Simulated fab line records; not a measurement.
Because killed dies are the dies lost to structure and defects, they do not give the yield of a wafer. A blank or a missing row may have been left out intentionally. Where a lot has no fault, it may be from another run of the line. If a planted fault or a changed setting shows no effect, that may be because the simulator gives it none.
A single fault, viewed from 2 desks || flow gf180mcu || numbers are kept per desk, each desk with only its own; the story behind them comes last

FROM THE METROLOGY DESK
What the gauges read, lot by lot, whatever tool the lot ran on: means of the sampled wafers that have a number. Any lot whose mean is over 4 standard deviations away from the usual mean is out of limits and marked OUT; that distance is given in the brackets.
Columns: A = CONTACT_CVD_00_THK at GF_CONTACT_THK_MEAS_01, usual 300 nm; B = CONTACT_BOW at GF_CONTACT_BOW_MEAS_05, usual 64 um
{"lot": "L767", "first seen here": "day 15 02:28", "A": 300, "B": 59}
{"lot": "L768", "first seen here": "day 15 13:00", "A": 301, "B": 62}
{"lot": "L769", "first seen here": "day 15 18:14", "A": 299, "B": 66}
{"lot": "L774", "first seen here": "day 17 14:50", "A": 299, "B": 55}
{"lot": "L775", "first seen here": "day 18 03:02", "A": 298, "B": 64}
{"lot": "L777", "first seen here": "day 18 19:14", "A": 296, "B": 66}
{"lot": "L781", "first seen here": "day 20 17:38", "A": "198 (-31) OUT", "B": 67}
{"lot": "L783", "first seen here": "day 21 03:46", "A": 299, "B": 61}
{"lot": "L787", "first seen here": "day 22 11:16", "A": 305, "B": 62}
{"lot": "L788", "first seen here": "day 22 15:07", "A": 304, "B": 66}
{"lot": "L789", "first seen here": "day 22 18:16", "A": 303, "B": 68}
{"lot": "L790", "first seen here": "day 23 05:20", "A": 300, "B": 53}
This desk's finding: out of limits on L781; first on L781, day 20 17:38 (CONTACT_CVD_00_THK at GF_CONTACT_THK_MEAS_01). L767, L768, L769, L774, L775, L777, L783, L787, L788, L789, L790 stayed within limits.

AT THE TOOL OWNER'S DESK: hdpcvd-02
The tool's own readings at GF_CONTACT_CVD_00 (deposits SiO2, target thk 300 nm, time 50 s): means of the sampled wafers that have a number, for each lot that ran on this tool. Any lot whose mean is over 4 standard deviations away from the usual mean is out of limits and marked OUT; that distance is given in the brackets.
Columns: A = sih4FlowSccm at GF_CONTACT_CVD_00, usual 60.00 sccm
{"lot": "L768", "first seen here": "day 15 12:56", "A": 60.27}
{"lot": "L769", "first seen here": "day 15 18:11", "A": 59.90}
{"lot": "L774", "first seen here": "day 17 14:47", "A": 59.84}
{"lot": "L775", "first seen here": "day 18 02:59", "A": 60.05}
{"lot": "L777", "first seen here": "day 18 19:10", "A": 60.09}
{"lot": "L781", "first seen here": "day 20 17:35", "A": "39.92 (-99 or more) OUT"}
This desk finds L781 out of limits, L781 being first, at day 20 17:35 (sih4FlowSccm at GF_CONTACT_CVD_00). L768, L769, L774, L775, L777 stayed within limits.

BROUGHT TOGETHER
The tool owner's desk could have raised an alarm at day 20 17:35, on L781.
An alarm was possible from the metrology desk at day 20 17:38, on L781.
Every lot named ran GF_CONTACT_CVD_00 on hdpcvd-02.

WHAT THE SIMULATOR HAD PUT IN
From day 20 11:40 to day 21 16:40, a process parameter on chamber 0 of hdpcvd-02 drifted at GF_CONTACT_CVD_00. A move of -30 in setting sih4FlowSccm, from 60. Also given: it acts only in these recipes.
Shown lots that were struck: L781.
Fault start to first reading out of limits, in hours, per desk: tool owner, 6; metrology, 6.
